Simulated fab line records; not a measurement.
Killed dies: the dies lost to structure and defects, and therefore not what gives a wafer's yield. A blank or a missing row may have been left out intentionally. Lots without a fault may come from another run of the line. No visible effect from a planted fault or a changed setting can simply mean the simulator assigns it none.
Matching of chambers | flow gf180mcu | GF_PASSIVATION_CVD_00 on pecvd-02 has 3 sister chambers
The step deposits SiO2 from TEOS, target thk 1000 nm, time 111.95 s. 3 wafers are shown with their chamber, then 10 later ones without.

== WAFERS, EACH WITH ITS CHAMBER ==
wafer  | chamber | heater_power_w (W)
L082.3 | 1       | 562
L082.5 | 0       | 512
L085.5 | 2       | 509

== WAFERS WITHOUT THEIR CHAMBER ==
wafer  | heater_power_w (W)
L085.6 | 636
L088.2 | 605
L088.3 | 492
L088.6 | 519
L094.2 | 656
L094.3 | 476
L094.5 | 507
L095.1 | 579
L095.3 | 439
L095.4 | 498

== WHICH CHAMBER EACH ONE RAN IN ==
wafer  | from the rows above          | in truth
L085.6 | can't be placed: 1 or 0 or 2 | 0
L088.2 | can't be placed: 1 or 0 or 2 | 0
L088.3 | can't be placed: 2 or 0 or 1 | 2
L088.6 | can't be placed: 0 or 2 or 1 | 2
L094.2 | can't be placed: 1 or 0 or 2 | 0
L094.3 | can't be placed: 2 or 0 or 1 | 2
L094.5 | can't be placed: 2 or 0 or 1 | 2
L095.1 | can't be placed: 1 or 0 or 2 | 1
L095.3 | can't be placed: 2 or 0 or 1 | 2
L095.4 | can't be placed: 2 or 0 or 1 | 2
0 of 10 placed correctly. Unplaceable from these rows: 10, with the true chamber sitting among the candidates in 10. 0 placed wrongly.
How it was worked out, from the rows above alone: a wafer's distance from a chamber is the root of the sum, over the readings, of the square of ((its reading less the chamber's mean) divided by the reading's scatter). The wafer belongs to the nearest chamber; if the next one is less than 2 further off, it can't be placed. For every chamber, the mean is computed from those of its wafers that are shown. The scatter: root of mean squared gap, hidden wafer to nearest shown wafer, with one shown wafer a chamber.
